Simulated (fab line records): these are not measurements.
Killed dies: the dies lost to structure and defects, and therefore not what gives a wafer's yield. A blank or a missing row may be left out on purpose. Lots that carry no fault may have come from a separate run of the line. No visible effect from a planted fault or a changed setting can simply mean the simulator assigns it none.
The same fault as seen by 2 desks :: flow sky130 :: numbers are kept per desk, each desk with only its own; the story behind them comes last

FROM THE METROLOGY DESK
Means of the sampled wafers that have a number, per lot and without regard to the tool the lot ran on: this is what the gauges read. If a lot's mean is further than 4 standard deviations from the usual mean, the lot is out of limits and carries the mark OUT (the distance appears in the brackets).
Columns: A = VIA4_W_THK at SKY_VIA4_THK_MEAS_20, usual 502 nm; B = PASSIVATION_CVD_02_THK at SKY_PASSIVATION_THK_MEAS_03, usual 540 nm
lot: L471
first seen here: day 43 04:10
A: 505
B: 540

lot: L474
first seen here: day 45 05:33
A: 508
B: 544

lot: L476
first seen here: day 45 07:04
A: 508
B: 540

lot: L479
first seen here: day 45 09:08
A: 496
B: 537

lot: L482
first seen here: day 46 07:14
A: 491
B: 460 (-13) OUT

lot: L484
first seen here: day 47 08:50
A: 500
B: 466 (-12) OUT

lot: L489
first seen here: day 48 07:59
A: 511
B: 545

lot: L490
first seen here: day 48 19:11
A: 506
B: 543

lot: L491
first seen here: day 48 21:10
A: 508
B: 542
This desk finds L482, L484 out of limits, with the earliest case on L482 at day 47 05:03 (PASSIVATION_CVD_02_THK at SKY_PASSIVATION_THK_MEAS_03). L471, L474, L476, L479, L489, L490, L491 stayed within limits.

TOOL OWNER'S DESK, pecvd-02
The tool's own readings at SKY_PASSIVATION_CVD_02 (deposits Si3N4, target thk 540 nm): means of the sampled wafers that have a number, for each lot that ran on this tool. If a lot's mean is further than 4 standard deviations from the usual mean, the lot is out of limits and carries the mark OUT (the distance appears in the brackets).
Columns: A = heater-power-w at SKY_PASSIVATION_CVD_02, usual 696 W; B = rf-fwd-power-W at SKY_PASSIVATION_CVD_02, usual 449.0 W
lot: L476
first seen here: day 46 05:01
A: 733
B: 448.2

lot: L479
first seen here: day 46 07:53
A: 798
B: 448.7

lot: L482
first seen here: day 47 04:49
A: 787
B: 268.8 (-99 or more) OUT

lot: L484
first seen here: day 48 05:58
A: 788
B: 268.8 (-99 or more) OUT
Finding of this desk: L482, L484 out of limits; the first was L482 at day 47 04:49, on rf-fwd-power-W at SKY_PASSIVATION_CVD_02. L476, L479 stayed within limits.

BROUGHT TOGETHER
On L482, L484, at day 47 04:49, an alarm was possible from the tool owner's desk.
L482, L484 would have let the metrology desk raise an alarm at day 47 05:03.
The lots listed all ran SKY_PASSIVATION_CVD_02 on pecvd-02.

WHAT THE SIMULATOR HAD PUT IN
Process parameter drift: pecvd-02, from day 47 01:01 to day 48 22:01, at SKY_PASSIVATION_CVD_02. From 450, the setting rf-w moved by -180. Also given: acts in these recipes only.
Struck lots among those shown: L482, L484.
Fault start to first reading out of limits, in hours, per desk: tool owner, 4; metrology, 4.
